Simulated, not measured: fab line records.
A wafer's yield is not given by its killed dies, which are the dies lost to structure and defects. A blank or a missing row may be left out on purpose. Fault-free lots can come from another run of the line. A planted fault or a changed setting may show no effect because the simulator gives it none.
Check for tools in common :: flow gf180mcu :: 12 lots and 42 wafers in the sample

== WHAT PROMPTED THE OPENING ==
At GF_HV_LDD_TW_MEAS_23 the reading HV_LDD_2_TW is flagged on 2 of 12 lots. Wafers without a fault read 1056, standard deviation 13.
Rule: a lot is flagged in two cases, either no wafer of it has a number, or all its wafers with numbers fall more than 4 standard deviations from that mean. As for the other lots, they are considered sound.

lot: L622
measured: day 12 02:20
on: film_metro-03
HV_LDD_2_TW, wafer by wafer: 1072 1068 1064
flag: 

lot: L623
measured: day 12 10:07
on: film_metro-01
HV_LDD_2_TW, wafer by wafer: 1043 1046 1047
flag: 

lot: L624
measured: day 12 12:47
on: film_metro-04
HV_LDD_2_TW, wafer by wafer: 1045 1047 1043
flag: 

lot: L625
measured: day 12 22:11
on: film_metro-03
HV_LDD_2_TW, wafer by wafer: 1146 1147 1148 1147 1147 1143
flag: FLAGGED

lot: L626
measured: day 13 02:30
on: film_metro-01
HV_LDD_2_TW, wafer by wafer: 1049 1049 1047
flag: 

lot: L627
measured: day 13 14:32
on: film_metro-04
HV_LDD_2_TW, wafer by wafer: 1125 1126 1131 1131 1131 1128
flag: FLAGGED

lot: L635
measured: day 16 04:02
on: film_metro-04
HV_LDD_2_TW, wafer by wafer: 1052 1045 1050
flag: 

lot: L636
measured: day 16 11:23
on: film_metro-01
HV_LDD_2_TW, wafer by wafer: 1050 1046 1048
flag: 

lot: L637
measured: day 16 16:44
on: film_metro-04
HV_LDD_2_TW, wafer by wafer: 1050 1047 1048
flag: 

lot: L638
measured: day 17 11:41
on: film_metro-03
HV_LDD_2_TW, wafer by wafer: 1077 1078 1074
flag: 

lot: L640
measured: day 18 02:17
on: film_metro-03
HV_LDD_2_TW, wafer by wafer: 1068 1062 1067
flag: 

lot: L641
measured: day 18 02:19
on: film_metro-04
HV_LDD_2_TW, wafer by wafer: 1051 1045 1046
flag: 
The mean of the flagged lots' numbers is 1138, +82 from the usual (+6 standard deviations).

== WHICH TOOL EACH LOT WENT THROUGH ==
3 process steps preceding the reading are held in the record, out of 602 steps in the route. Read each cell as the tool, then ch plus the chambers that the sampled wafers visited, then the start.
lot: L622
flag: 
GF_VT_IMPLANT_STRIP_09: plasma_asher-04 ch 0,1, day 6 17:40
GF_POLY_GATE_ETCH_12: rie_diel-03 ch 0,2,3, day 10 11:26
GF_HV_LDD_IMPLANT_21: implanter-03 ch 0, day 12 02:05

lot: L623
flag: 
GF_VT_IMPLANT_STRIP_09: plasma_asher-02 ch 0,1, day 7 00:09
GF_POLY_GATE_ETCH_12: rie_diel-02 ch 0,1,3, day 10 17:39
GF_HV_LDD_IMPLANT_21: implanter-01 ch 0, day 12 09:53

lot: L624
flag: 
GF_VT_IMPLANT_STRIP_09: plasma_asher-01 ch 0,1, day 7 03:13
GF_POLY_GATE_ETCH_12: rie_diel-04 ch 0,1,3, day 10 19:26
GF_HV_LDD_IMPLANT_21: implanter-01 ch 0, day 12 12:32

lot: L625
flag: FLAGGED
GF_VT_IMPLANT_STRIP_09: plasma_asher-02 ch 0,1, day 7 10:52
GF_POLY_GATE_ETCH_12: rie_diel-02 ch 0,1,2, day 11 05:17
GF_HV_LDD_IMPLANT_21: implanter-01 ch 0, day 12 21:56

lot: L626
flag: 
GF_VT_IMPLANT_STRIP_09: plasma_asher-02 ch 0,1, day 7 16:07
GF_POLY_GATE_ETCH_12: rie_diel-02 ch 0,2,3, day 11 09:26
GF_HV_LDD_IMPLANT_21: implanter-03 ch 0, day 13 02:16

lot: L627
flag: FLAGGED
GF_VT_IMPLANT_STRIP_09: plasma_asher-01 ch 1, day 7 22:25
GF_POLY_GATE_ETCH_12: rie_diel-02 ch 0,2, day 11 19:47
GF_HV_LDD_IMPLANT_21: implanter-01 ch 0, day 13 14:18

lot: L635
flag: 
GF_VT_IMPLANT_STRIP_09: plasma_asher-04 ch 0,1, day 9 23:22
GF_POLY_GATE_ETCH_12: rie_diel-04 ch 0,1,3, day 14 05:20
GF_HV_LDD_IMPLANT_21: implanter-03 ch 0, day 16 03:47

lot: L636
flag: 
GF_VT_IMPLANT_STRIP_09: plasma_asher-04 ch 0,1, day 10 03:49
GF_POLY_GATE_ETCH_12: rie_diel-04 ch 0,1,3, day 14 10:38
GF_HV_LDD_IMPLANT_21: implanter-03 ch 0, day 16 11:08

lot: L637
flag: 
GF_VT_IMPLANT_STRIP_09: plasma_asher-02 ch 0,1, day 10 10:13
GF_POLY_GATE_ETCH_12: rie_diel-02 ch 0,2, day 14 19:47
GF_HV_LDD_IMPLANT_21: implanter-01 ch 0, day 16 16:29

lot: L638
flag: 
GF_VT_IMPLANT_STRIP_09: plasma_asher-01 ch 0,1, day 10 20:22
GF_POLY_GATE_ETCH_12: rie_diel-02 ch 1,2, day 15 10:05
GF_HV_LDD_IMPLANT_21: implanter-03 ch 0, day 17 11:26

lot: L640
flag: 
GF_VT_IMPLANT_STRIP_09: plasma_asher-01 ch 0,1, day 11 08:25
GF_POLY_GATE_ETCH_12: rie_diel-04 ch 1,2,3, day 15 20:11
GF_HV_LDD_IMPLANT_21: implanter-03 ch 0, day 18 02:02

lot: L641
flag: 
GF_VT_IMPLANT_STRIP_09: plasma_asher-01 ch 0,1, day 11 11:31
GF_POLY_GATE_ETCH_12: rie_diel-03 ch 0,1,2, day 16 00:11
GF_HV_LDD_IMPLANT_21: implanter-01 ch 0, day 18 02:02
These steps, and what they do:
- GF_VT_IMPLANT_STRIP_09: strips in O2/N2.
- GF_POLY_GATE_ETCH_12: etches BARC in N2/H2.
- GF_HV_LDD_IMPLANT_21
- GF_HV_LDD_TW_MEAS_23

== FLAGGED AGAINST TOTAL, ONE TOOL AT A TIME (gauges that did the reading follow at the end) ==
step: GF_VT_IMPLANT_STRIP_09
tool: plasma_asher-01
lots run: 5
flagged: 1
share of the flagged lots: some
sound lots run after its first flagged lot: 3 (L638,L640,L641)

step: GF_VT_IMPLANT_STRIP_09
tool: plasma_asher-02
lots run: 4
flagged: 1
share of the flagged lots: some
sound lots run after its first flagged lot: 2 (L626,L637)

step: GF_VT_IMPLANT_STRIP_09
tool: plasma_asher-04
lots run: 3
flagged: 0
share of the flagged lots: none
sound lots run after its first flagged lot: -

step: GF_POLY_GATE_ETCH_12
tool: rie_diel-02
lots run: 6
flagged: 2
share of the flagged lots: all
sound lots run after its first flagged lot: 3 (L626,L637,L638)

step: GF_POLY_GATE_ETCH_12
tool: rie_diel-03
lots run: 2
flagged: 0
share of the flagged lots: none
sound lots run after its first flagged lot: -

step: GF_POLY_GATE_ETCH_12
tool: rie_diel-04
lots run: 4
flagged: 0
share of the flagged lots: none
sound lots run after its first flagged lot: -

step: GF_HV_LDD_IMPLANT_21
tool: implanter-01
lots run: 6
flagged: 2
share of the flagged lots: all
sound lots run after its first flagged lot: 2 (L637,L641)

step: GF_HV_LDD_IMPLANT_21
tool: implanter-03
lots run: 6
flagged: 0
share of the flagged lots: none
sound lots run after its first flagged lot: -

step: GF_HV_LDD_TW_MEAS_23
tool: film_metro-01
lots run: 3
flagged: 0
share of the flagged lots: none
sound lots run after its first flagged lot: -

step: GF_HV_LDD_TW_MEAS_23
tool: film_metro-03
lots run: 4
flagged: 1
share of the flagged lots: some
sound lots run after its first flagged lot: 2 (L638,L640)

step: GF_HV_LDD_TW_MEAS_23
tool: film_metro-04
lots run: 5
flagged: 1
share of the flagged lots: some
sound lots run after its first flagged lot: 3 (L635,L637,L641)

== WHAT THE TABLE ALLOWS ==
In 2 table rows, all flagged lots were run: rie_diel-02 (GF_POLY_GATE_ETCH_12), implanter-01 (GF_HV_LDD_IMPLANT_21).
- rie_diel-02 at GF_POLY_GATE_ETCH_12 ran 6 lots, 2 of them flagged. Sound lots followed the first flagged one (L626, L637, L638) on it, something a lasting fault affecting the whole tool could not allow.
- implanter-01 at GF_HV_LDD_IMPLANT_21 ran 6 lots, 2 of them flagged. Sound lots followed the first flagged one (L637, L641) on it, something a lasting fault affecting the whole tool could not allow. Its own readings lie more than 4 standard deviations out on every wafer of the flagged lots: beam_energy_keV.
Every row of the table either missed a flagged lot or ran a sound lot after the first.

== WHAT THE SIMULATOR HAD INSERTED ==
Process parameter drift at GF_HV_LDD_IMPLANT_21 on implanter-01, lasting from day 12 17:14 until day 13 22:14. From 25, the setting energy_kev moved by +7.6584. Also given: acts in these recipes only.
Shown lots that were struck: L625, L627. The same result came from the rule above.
